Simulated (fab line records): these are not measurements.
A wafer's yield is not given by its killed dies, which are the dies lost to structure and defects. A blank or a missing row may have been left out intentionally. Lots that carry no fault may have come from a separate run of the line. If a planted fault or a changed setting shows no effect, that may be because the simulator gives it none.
fab line records	flow gf180mcu
record: lots: 14	wafers: 42	last_day: 34
route steps=602 shown V1@349 V2@384
lots that met no fault: from a run of the same line without faults
start_h: hours from the record's first day to the start of the lot's first wafer shown	wait_h: how many hours have passed since the lot's step before this one	" as in the row above	L1.1+2: a row that stands for several wafers	- either no value or no given start	* or withheld: withheld	< > ~ a bound
route shown NAME@n: NAME is a module with steps in the file, n the number in the route of the first one	usual: average and standard deviation across the fault-free wafers	same: alike in all rows	chamber/n: place in a boat	sites: each site's reading	_std_site: standard deviation of those values	_edge_site: the outer-site mean with the inner-site mean subtracted	radius_mm: how far each site lies from the wafer's centre	mask NAME#n: copy n	behind: the last tool/chamber to shape the wafer	hold: why the lot went on hold/how many hours it stayed there/how the hold came to an end	device: the transistor (n, p or np) that didn't switch	end of line: tests of these same wafers at the route's end	where a step has no rows: the recipe by itself	killed: dies that structure and defects cost at the first sort, which is not the same as the wafer's yield	map: a wafer's dies, x killed, . not, _ none there
set.NAME: the run value of the setting; set.NAME@STEP: its run value at that earlier step	model.NAME: the simulator's own value behind a step, which no gauge read
the route's steps for a sample of lots (tables are steps, rows are wafers)
services: a tool's chamber out of use, with start hour (start_h, from the record's first day; less than 0 if before it), hours out, and reason
== steps ==
step: GF_V1_CD_MEAS_14
recipe: target_cd_nm: 260
usual: cd_nm: 260.1/1.3
lot.wafer	tool	chamber	start_h	wait_h	cd_nm
L809.2	cd_sem-01	-	410.69	0.1	259.5
L809.4	"	-	"	"	259.7
L809.6	"	-	"	"	258.9
L810.3	cd_sem-02	-	421.05	0.1	258.9
L810.4	"	-	"	"	260.0
L810.6	"	-	"	"	259.1
L811.1	cd_sem-01	-	442.50	0.1	261.7
L811.3	"	-	"	"	261.2
L811.5	"	-	"	"	262.7
L812.4	cd_sem-02	-	445.63	0.1	260.2
L812.5	"	-	"	"	260.0
L812.6	"	-	"	"	260.9
L816.1	cd_sem-01	-	480.76	0.1	261.8
L816.2	"	-	"	"	260.2
L816.6	"	-	"	"	261.1
L817.3	cd_sem-02	-	484.61	0.1	262.6
L817.5	"	-	"	"	261.3
L817.6	"	-	"	"	261.1
L824.2	cd_sem-02	-	548.98	0.1	260.1
L824.5	"	-	"	"	259.4
L824.6	"	-	"	"	260.6
L826.2	cd_sem-02	-	565.72	0.1	260.8
L826.5	"	-	"	"	260.4
L826.6	"	-	"	"	259.9
L827.3	cd_sem-01	-	576.66	0.1	261.2
L827.5	"	-	"	"	260.1
L827.6	"	-	"	"	261.1
L828.1	cd_sem-01	-	588.50	0.1	258.7
L828.4	"	-	"	"	259.3
L828.5	"	-	"	"	259.1
L829.1	cd_sem-01	-	590.13	0.2	260.8
L829.4	"	-	"	"	259.6
L829.6	"	-	"	"	260.6
L830.2	cd_sem-01	-	592.49	0.1	260.9
L830.4	"	-	"	"	263.1
L830.6	"	-	"	"	261.5
L831.2	cd_sem-01	-	606.64	0.1	260.4
L831.3	"	-	"	"	260.8
L831.4	"	-	"	"	260.2
L832.2	cd_sem-01	-	615.82	0.1	258.6
L832.3	"	-	"	"	259.9
L832.6	"	-	"	"	258.6
step: GF_V1_ETCH_16
recipe: chemistry: N2/H2	target_depth_a: withheld	overetch_a: withheld	time_s: withheld	target: BARC	ion_energy_ev: 200	source_w: 500	bias_w: 100	pressure_mtorr: 30	n2_flow_sccm: 100	h2_flow_sccm: 200
usual: bias_w: 100.0/0.3	chamber_pressure_mTorr: 29.995/0.025	drypump_motor_current_A: 5.5/0.46	h2_flow_sccm: 199.9/0.58	oes_product_au: 0.855/0.0049	throttle_valve_pct: 13.226/0.0091
lot.wafer	tool	chamber	start_h	wait_h	bias_w	chamber_pressure_mTorr	drypump_motor_current_A	h2_flow_sccm	oes_product_au	throttle_valve_pct
L809.2	rie_diel-02	2	410.83	0.0	100.4	29.976	4.9	199.4	0.853	13.224
L809.4	"	0	"	"	99.6	30.018	6.0	199.9	0.847	13.245
L809.6	"	1	"	"	100.0	29.990	5.8	200.2	0.863	13.228
L810.3	rie_diel-01	2	421.17	0.0	100.4	29.986	5.3	199.6	0.858	13.242
L810.4	"	0	"	"	100.0	29.978	5.3	199.8	0.851	13.231
L810.6	"	3	"	"	100.0	29.979	5.9	200.0	0.851	13.213
L811.1	rie_diel-04	3	442.66	0.0	99.9	29.944	6.5	200.2	0.851	13.226
L811.3	"	0	"	"	99.8	30.037	6.2	200.1	0.855	13.213
L811.5	"	3	"	"	100.3	30.002	6.5	200.5	0.856	13.207
L812.4	rie_diel-02	3	445.73	0.0	99.8	29.959	5.3	200.3	0.854	13.229
L812.5	"	3	"	"	99.8	30.024	5.3	200.1	0.853	13.224
L812.6	"	2	"	"	99.7	29.969	4.9	200.2	0.851	13.217
L816.1	rie_diel-01	3	480.92	0.0	100.1	30.017	5.9	199.3	0.852	13.233
L816.2	"	0	"	"	99.8	29.985	5.3	198.7	0.848	13.230
L816.6	"	1	"	"	100.2	29.957	5.1	200.6	0.854	13.235
L817.3	rie_diel-04	2	484.73	0.0	100.2	30.003	5.7	200.4	0.861	13.217
L817.5	"	2	"	"	99.7	29.986	5.7	200.1	0.861	13.224
L817.6	"	3	"	"	99.9	29.964	6.5	199.7	0.857	13.227
L824.2	rie_diel-04	3	549.12	0.0	100.4	29.977	6.5	200.2	0.858	13.230
L824.5	"	3	"	"	100.1	29.982	6.5	200.3	0.853	13.235
L824.6	"	0	"	"	99.8	29.991	6.2	199.6	0.855	13.251
L826.2	rie_diel-01	0	565.85	0.0	99.7	30.019	5.3	200.3	0.852	13.217
L826.5	"	3	"	"	100.0	30.018	6.0	199.9	0.852	13.231
L826.6	"	0	"	"	99.5	30.000	5.3	200.4	0.852	13.221
L827.3	rie_diel-02	1	576.78	0.0	100.1	30.019	5.8	200.2	0.845	13.222
L827.5	"	0	"	"	99.8	30.031	5.9	199.3	0.858	13.238
L827.6	"	3	"	"	100.2	29.981	5.2	199.8	0.856	13.226
L828.1	rie_diel-01	2	588.65	0.0	99.8	29.992	5.3	199.8	0.854	13.221
L828.4	"	3	"	"	100.6	30.011	6.0	201.3	0.858	13.230
L828.5	"	0	"	"	100.0	29.968	5.3	200.4	0.859	13.226
L829.1	rie_diel-04	1	590.28	0.0	100.4	29.940	4.9	200.1	0.860	13.203
L829.4	"	3	"	"	99.8	29.963	6.5	199.4	0.851	13.223
L829.6	"	1	"	"	100.6	30.003	4.9	201.2	0.852	13.243
L830.2	rie_diel-02	1	592.63	0.0	100.0	30.052	5.7	199.6	0.861	13.231
L830.4	"	1	"	"	100.0	29.990	5.7	200.0	0.859	13.232
L830.6	"	0	"	"	99.6	29.980	6.0	201.3	0.852	13.227
L831.2	rie_diel-02	0	606.78	0.0	100.0	29.989	6.0	199.4	0.855	13.245
L831.3	"	3	"	"	100.1	30.020	5.2	199.8	0.854	13.220
L831.4	"	0	"	"	99.9	29.963	6.0	199.7	0.860	13.208
L832.2	rie_diel-04	0	615.95	0.0	100.2	29.966	6.2	199.2	0.844	13.241
L832.3	"	2	"	"	99.6	30.005	5.7	200.1	0.853	13.225
L832.6	"	1	"	"	99.7	30.039	4.9	199.8	0.861	13.222
step: GF_V1_STRIP_18
recipe: chemistry: O2/N2	power_w: 1400	pressure_mtorr: 1500	platen_temp_c: 250	o2_flow_sccm: 3000	n2_flow_sccm: 300	overash_fraction: 0.5
usual: chamber_pressure_mTorr: 1499.8/1.4	drypump_motor_current_A: 5.5/0.38	heater_power_w: 354/67	oes_product_au: 0.593/0.0043
lot.wafer	tool	chamber	start_h	wait_h	chamber_pressure_mTorr	drypump_motor_current_A	heater_power_w	oes_product_au	rf_hours_counter_h
L809.2	plasma_asher-04	0	410.96	-	1497.8	5.7	306	0.595	77
L809.4	"	0	"	"	1499.4	5.7	316	0.588	-
L809.6	"	1	"	"	1500.3	5.1	453	0.592	-
L810.3	plasma_asher-04	1	421.33	-	1501.4	5.1	472	0.593	-
L810.4	"	0	"	"	1501.9	5.7	309	0.596	-
L810.6	"	0	"	"	1501.5	5.7	311	0.592	-
L811.1	plasma_asher-03	1	442.79	-	1501.1	6.3	320	0.589	71
L811.3	"	1	"	"	1497.9	6.3	327	0.592	-
L811.5	"	1	"	"	1499.9	6.4	337	0.589	-
L812.4	plasma_asher-04	1	445.89	-	1497.6	5.1	452	0.595	-
L812.5	"	1	"	"	1500.2	5.1	462	0.598	-
L812.6	"	0	"	"	1500.5	5.7	307	0.595	-
L816.1	plasma_asher-03	0	481.05	-	1498.4	5.6	310	0.588	75
L816.2	"	1	"	"	1499.2	6.3	326	0.592	75
L816.6	"	1	"	"	1501.4	6.3	332	0.596	-
L817.3	plasma_asher-03	0	484.89	-	1501.6	5.6	310	0.596	-
L817.5	"	1	"	"	1497.3	6.3	323	0.593	-
L817.6	"	0	"	"	1500.8	5.7	320	0.594	-
L824.2	plasma_asher-02	1	549.25	-	1500.4	5.2	291	0.595	42
L824.5	"	0	"	"	1501.0	5.4	325	0.587	-
L824.6	"	1	"	"	1503.4	5.2	297	0.596	-
L826.2	plasma_asher-04	0	565.98	-	1498.9	5.6	314	0.598	89
L826.5	"	1	"	"	1501.1	5.1	452	0.589	-
L826.6	"	0	"	"	1496.8	5.7	307	0.596	-
L827.3	plasma_asher-04	0	576.94	-	1502.0	5.6	299	0.593	-
L827.5	"	0	"	"	1502.3	5.7	307	0.593	-
L827.6	"	1	"	"	1497.7	5.1	458	0.595	-
L828.1	plasma_asher-04	1	588.78	-	1499.1	5.1	459	0.589	92
L828.4	"	0	"	"	1500.2	5.6	315	0.592	-
L828.5	"	1	"	"	1500.8	5.1	464	0.593	-
L829.1	plasma_asher-04	0	590.41	-	1500.5	5.7	304	0.582	92
L829.4	"	1	"	"	1499.4	5.1	454	0.584	-
L829.6	"	0	"	"	1498.0	5.6	320	0.584	-
L830.2	plasma_asher-04	0	592.76	-	1500.7	5.6	309	0.596	92
L830.4	"	0	"	"	1499.4	5.7	310	0.589	-
L830.6	"	0	"	"	1501.3	5.6	309	0.596	-
L831.2	plasma_asher-03	1	606.97	-	1498.1	6.3	327	0.589	87
L831.3	"	0	"	"	1499.2	5.6	313	0.594	-
L831.4	"	1	"	"	1499.7	6.3	322	0.591	-
L832.2	plasma_asher-02	0	616.08	-	1500.0	5.4	315	0.595	50
L832.3	"	0	"	"	1498.9	5.4	318	0.596	-
L832.6	"	0	"	"	1502.4	5.4	317	0.586	-
step: GF_V2_CVD_02
recipe: material: SiO2	target_thk_nm: 850	precursor: TEOS	temp_c: 400	time_s: 94.851	rf_w: 600
usual: heater_power_w: 578/72
lot.wafer	tool	chamber	start_h	wait_h	heater_power_w
L809.2	pecvd-02	0	437.42	0.0	552
L809.4	"	1	"	"	660
L809.6	"	2	"	"	444
L810.3	pecvd-02	2	448.81	0.0	487
L810.4	"	0	"	"	440
L810.6	"	1	"	"	698
L811.1	pecvd-03	2	469.43	0.1	694
L811.3	"	0	"	"	625
L811.5	"	1	"	"	614
L812.4	pecvd-03	1	472.44	0.1	639
L812.5	"	2	"	"	707
L812.6	"	0	"	"	614
L816.1	pecvd-02	1	507.23	0.1	691
L816.2	"	2	"	"	549
L816.6	"	0	"	"	524
L817.3	pecvd-02	0	510.90	0.0	512
L817.5	"	0	"	"	541
L817.6	"	2	"	"	442
L824.2	pecvd-01	1	573.66	0.0	610
L824.5	"	2	"	"	657
L824.6	"	1	"	"	654
L826.2	pecvd-01	2	589.98	0.0	594
L826.5	"	2	"	"	625
L826.6	"	0	"	"	551
L827.3	pecvd-02	1	600.95	0.0	653
L827.5	"	0	"	"	451
L827.6	"	1	"	"	671
L828.1	pecvd-02	2	612.33	0.1	556
L828.4	"	2	"	"	428
L828.5	"	0	"	"	558
L829.1	pecvd-03	0	615.15	0.1	489
L829.4	"	2	"	"	578
L829.6	"	0	"	"	541
L830.2	pecvd-02	1	616.34	0.0	630
L830.4	"	2	"	"	509
L830.6	"	1	"	"	668
L831.2	pecvd-02	1	630.46	0.0	690
L831.3	"	2	"	"	506
L831.4	"	0	"	"	437
L832.2	pecvd-01	1	638.81	0.0	717
L832.3	"	0	"	"	561
L832.6	"	1	"	"	578
step: GF_V2_THK_MEAS_03
recipe: reads: SiO2_of_V2_CVD_02
usual: V2_CVD_02_THK: 850/11
lot.wafer	tool	chamber	start_h	wait_h	hold	V2_CVD_02_THK[nm]
L809.2	film_metro-04	-	437.50	0.0	-	846
L809.4	"	-	"	"	-	856
L809.6	"	-	"	"	-	866
L810.3	film_metro-01	-	448.90	0.1	-	842
L810.4	"	-	"	"	-	847
L810.6	"	-	"	"	-	849
L811.1	film_metro-02	-	469.50	0.0	-	828
L811.3	"	-	"	"	-	837
L811.5	"	-	"	"	-	850
L812.4	film_metro-01	-	472.50	0.0	-	860
L812.5	"	-	"	"	-	838
L812.6	"	-	"	"	-	847
L816.1	film_metro-04	-	507.30	0.0	await_dispo/0.2h/release	268
L816.2	"	-	"	"	await_dispo/0.2h/release	846
L816.6	"	-	"	"	await_dispo/0.2h/release	869
L816.1	film_metro-04	-	507.53	0.2	-	268
L816.2	"	-	"	"	-	846
L816.6	"	-	"	"	-	868
L817.3	film_metro-04	-	510.99	0.1	await_dispo/0.2h/release	275
L817.5	"	-	"	"	await_dispo/0.2h/release	861
L817.6	"	-	"	"	await_dispo/0.2h/release	849
L817.3	film_metro-04	-	511.21	0.2	-	275
L817.5	"	-	"	"	-	860
L817.6	"	-	"	"	-	848
L824.2	film_metro-04	-	573.74	0.0	-	840
L824.5	"	-	"	"	-	855
L824.6	"	-	"	"	-	861
L826.2	film_metro-01	-	590.06	0.0	-	839
L826.5	"	-	"	"	-	859
L826.6	"	-	"	"	-	866
L827.3	film_metro-01	-	601.04	0.1	-	830
L827.5	"	-	"	"	-	845
L827.6	"	-	"	"	-	847
L828.1	film_metro-04	-	612.40	0.0	-	843
L828.4	"	-	"	"	-	854
L828.5	"	-	"	"	-	861
L829.1	film_metro-04	-	615.22	0.0	-	855
L829.4	"	-	"	"	-	849
L829.6	"	-	"	"	-	860
L830.2	film_metro-04	-	616.42	0.0	-	847
L830.4	"	-	"	"	-	863
L830.6	"	-	"	"	-	860
L831.2	film_metro-01	-	630.54	0.0	-	835
L831.3	"	-	"	"	-	835
L831.4	"	-	"	"	-	862
L832.2	film_metro-04	-	638.89	0.0	-	849
L832.3	"	-	"	"	-	837
L832.6	"	-	"	"	-	858
step: GF_V2_CMP_04
recipe: material: SiO2	down_force_psi: 4	platen_rpm: 60	pad_velocity_m_s: 0.94248
usual: edge_zone_pressure_frac: 0.999/0.0046	head_pressure_psi: 4.000/0.0097	motor_current_A: 12.3/0.99	retaining_ring_pressure_frac: 1.001/0.0049	time_to_endpoint_s: 82/5.1
lot.wafer	tool	chamber	start_h	wait_h	hold	edge_zone_pressure_frac	head_pressure_psi	motor_current_A	retaining_ring_pressure_frac	time_to_endpoint_s
L809.2	cmp-01	0	437.55	0.0	-	0.999	4.008	11.9	1.001	79
L809.4	"	1	"	"	-	0.997	3.994	12.3	0.994	86
L809.6	"	1	"	"	-	0.997	3.986	12.1	0.994	92
L810.4	cmp-02	0	448.94	0.0	-	1.002	3.994	14.1	0.999	80
L810.3	"	2	"	"	-	0.998	3.987	12.2	1.002	82
L810.6	"	1	"	"	-	1.008	3.993	10.9	0.998	81
L811.1	cmp-02	1	469.56	0.1	-	1.002	4.007	10.8	1.009	72
L811.3	"	2	"	"	-	1.002	3.989	12.4	1.004	78
L811.5	"	1	"	"	-	1.000	4.007	10.7	1.007	81
L812.4	cmp-02	3	472.68	0.2	-	0.989	4.001	13.3	1.001	84
L812.6	"	0	"	"	-	0.991	4.000	14.3	1.010	78
L812.5	"	1	"	"	-	0.998	3.998	10.9	0.999	73
L816.2	cmp-02	0	509.91	2.4	await_dispo/2.2h/release	0.997	3.991	14.3	0.998	80
L816.1	"	1	"	"	await_dispo/2.2h/release	1.006	4.018	11.1	0.993	12
L816.6	"	2	"	"	await_dispo/2.2h/release	1.000	3.998	12.7	1.002	90
L817.3	cmp-01	0	519.77	8.6	await_dispo/7.8h/release	1.006	3.999	11.4	1.006	11
L817.6	"	1	"	"	await_dispo/7.8h/release	1.002	4.002	12.5	0.998	82
L817.5	"	2	"	"	await_dispo/7.8h/release	0.998	3.994	11.9	1.003	87
L824.2	cmp-02	2	573.79	0.0	-	1.002	3.998	12.1	1.007	79
L824.5	"	2	"	"	-	1.000	4.002	12.2	1.000	82
L824.6	"	3	"	"	-	1.005	4.015	12.5	1.007	85
L826.2	cmp-01	2	590.32	0.2	-	0.999	4.002	12.4	1.007	71
L826.5	"	2	"	"	-	0.989	4.017	12.6	1.002	83
L826.6	"	3	"	"	-	0.992	3.989	12.6	0.999	87
L827.3	cmp-01	1	601.13	0.1	-	0.999	3.990	12.2	0.997	72
L827.5	"	0	"	"	-	0.999	3.993	11.7	1.003	76
L827.6	"	1	"	"	-	0.995	3.999	12.2	1.001	76
L828.1	cmp-02	1	612.51	0.1	-	0.998	3.991	10.8	0.996	73
L828.4	"	3	"	"	-	0.996	3.994	13.5	1.002	83
L828.5	"	1	"	"	-	0.998	4.006	10.8	1.010	83
L829.4	cmp-01	2	615.28	0.0	-	0.991	4.008	12.5	0.996	80
L829.1	"	1	"	"	-	0.998	4.006	12.4	0.999	80
L829.6	"	3	"	"	-	1.003	4.008	13.2	0.995	85
L830.2	cmp-02	2	616.52	0.1	-	0.999	4.019	12.3	1.006	78
L830.4	"	0	"	"	-	1.005	3.995	13.9	0.996	87
L830.6	"	1	"	"	-	0.998	4.011	11.2	0.998	84
L831.3	cmp-01	1	630.59	0.0	-	1.001	3.980	12.4	1.000	72
L831.4	"	2	"	"	-	1.001	3.987	12.3	1.004	82
L831.2	"	0	"	"	-	0.998	3.994	11.7	1.010	74
L832.3	cmp-02	0	639.04	0.1	-	0.990	4.020	14.3	0.999	78
L832.2	"	1	"	"	-	1.005	3.994	10.6	0.996	81
L832.6	"	3	"	"	-	1.001	4.003	12.6	0.999	87
step: GF_V2_ETCH_17
recipe: chemistry: C4F8/O2/Ar	mask_material: KrF	target: SiO2	stop_on: TiN	source_w: 1500	bias_w: 1200	pressure_mtorr: 40	c4f8_flow_sccm: withheld	O2_flow_sccm: 6	Ar_flow_sccm: 300	time_s: withheld	target_depth_a: 6300
usual: bias_w: 1201/3.6	chamber_pressure_mTorr: 40.00/0.037	oes_product_au: 0.856/0.0046
lot.wafer	tool	chamber	start_h	wait_h	bias_w	chamber_pressure_mTorr	oes_product_au
L809.2	rie_diel-03	0	-	-	1202	40.00	0.854
L809.4	"	1	"	"	1201	40.01	0.863
L809.6	"	0	"	"	1202	39.98	0.858
L810.3	rie_diel-04	1	-	-	1196	40.04	0.861
L810.4	"	0	"	"	1206	40.02	0.849
L810.6	"	0	"	"	1206	40.03	0.860
L811.1	rie_diel-04	1	-	-	1203	39.98	0.854
L811.3	"	0	"	"	1204	40.01	0.853
L811.5	"	0	"	"	1204	39.98	0.857
L812.4	rie_diel-04	1	-	-	1202	39.92	0.853
L812.5	"	3	"	"	1201	39.94	0.855
L812.6	"	0	"	"	1205	40.03	0.864
L816.1	rie_diel-01	1	-	-	1204	39.99	0.578
L816.2	"	2	"	"	1201	40.06	0.862
L816.6	"	2	"	"	1199	39.96	0.861
L817.3	rie_diel-04	1	-	-	1202	39.97	0.585
L817.5	"	2	"	"	1199	40.05	0.866
L817.6	"	1	"	"	1207	40.04	0.861
L824.2	rie_diel-01	0	-	-	1194	40.04	0.852
L824.5	"	2	"	"	1196	39.99	0.857
L824.6	"	1	"	"	1201	40.00	0.854
L826.2	rie_diel-04	0	-	-	1205	40.03	0.858
L826.5	"	1	"	"	1205	40.04	0.848
L826.6	"	2	"	"	1198	39.96	0.857
L827.3	rie_diel-04	0	-	-	1200	39.99	0.848
L827.5	"	0	"	"	1204	40.09	0.856
L827.6	"	2	"	"	1204	39.97	0.856
L828.1	rie_diel-03	3	-	-	1199	39.97	0.854
L828.4	"	2	"	"	1194	40.07	0.856
L828.5	"	1	"	"	1201	40.06	0.846
L829.1	rie_diel-04	1	-	-	1192	39.98	0.850
L829.4	"	0	"	"	1200	40.00	0.851
L829.6	"	3	"	"	1199	39.99	0.850
L830.2	rie_diel-01	0	-	-	1203	40.04	0.858
L830.4	"	3	"	"	1202	40.00	0.862
L830.6	"	2	"	"	1200	40.05	0.860
L831.2	rie_diel-01	3	-	-	1204	39.93	0.852
L831.3	"	1	"	"	1202	40.05	0.848
L831.4	"	2	"	"	1204	39.97	0.852
L832.2	rie_diel-01	3	-	-	1199	39.94	0.865
L832.3	"	0	"	"	1203	39.99	0.848
L832.6	"	0	"	"	1199	40.03	0.858
== services ==
tool	chamber	start_h	hours	kind
cmp-02	-	406.16	4.0	pm
rie_diel-04	1	423.25	6.2	repair
rie_diel-04	2	423.49	4.8	repair
plasma_asher-04	-	424.53	14.6	pm
rie_diel-01	2	447.48	2.5	repair
plasma_asher-04	-	448.88	15.6	pm
pecvd-02	1	450.52	4.0	repair
cmp-02	-	479.35	1.0	repair
rie_diel-04	2	494.95	8.2	repair
rie_diel-01	1	509.14	1.4	repair
cmp-01	-	514.81	0.7	repair
cmp-02	-	518.05	3.9	pm
cmp-01	-	565.60	3.7	repair
cmp-01	-	572.00	4.0	pm
cmp-02	-	579.23	4.8	pm
rie_diel-01	1	602.65	10.3	repair
cmp-02	-	605.69	1.0	repair
cmp-02	-	606.51	0.2	repair
cmp-01	-	609.89	3.6	repair
rie_diel-04	3	622.18	10.5	repair
cmp-01	-	623.89	3.5	repair
rie_diel-01	2	628.65	6.7	repair
rie_diel-04	1	644.84	6.1	repair
plasma_asher-04	-	654.45	3.4	repair
== key ==
first_sign: step: GF_V2_THK_MEAS_03	reading: visit	direction: added
effect: step: GF_V2_THK_MEAS_03	reading: V2_CVD_02_THK	direction: down	sigmas: 54	usual: 850	struck: 271
effect: step: GF_V2_CMP_04	reading: time_to_endpoint_s	direction: down	sigmas: 14	usual: *	struck: *
effect: step: GF_V2_ETCH_17	reading: oes_product_au	direction: down	sigmas: 59	usual: 0.856	struck: 0.581
met_at GF_V2_CVD_02
struck_lots L816,L817
struck_wafers L816.1,L817.3
sort_left_out L816.1,L817.3
not_acting_at GF_V1_CD_MEAS_14,GF_V1_ETCH_16,GF_V1_STRIP_18
onset_between 448.81 507.23
fault: kind: process_parameter_drift	tool: pecvd-02	chamber: -	onset_h: 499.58	steps: GF_V2_CVD_02	channel: target_thk_nm	offset: -584.92	shape: step	end_h: 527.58	scope: struck_wafers_only	acts_in: these_recipes_only	stated: 850
sort_left_out: the simulated sort isn't trusted on such a fault, so these wafers' sort isn't shown, and their yield isn't known
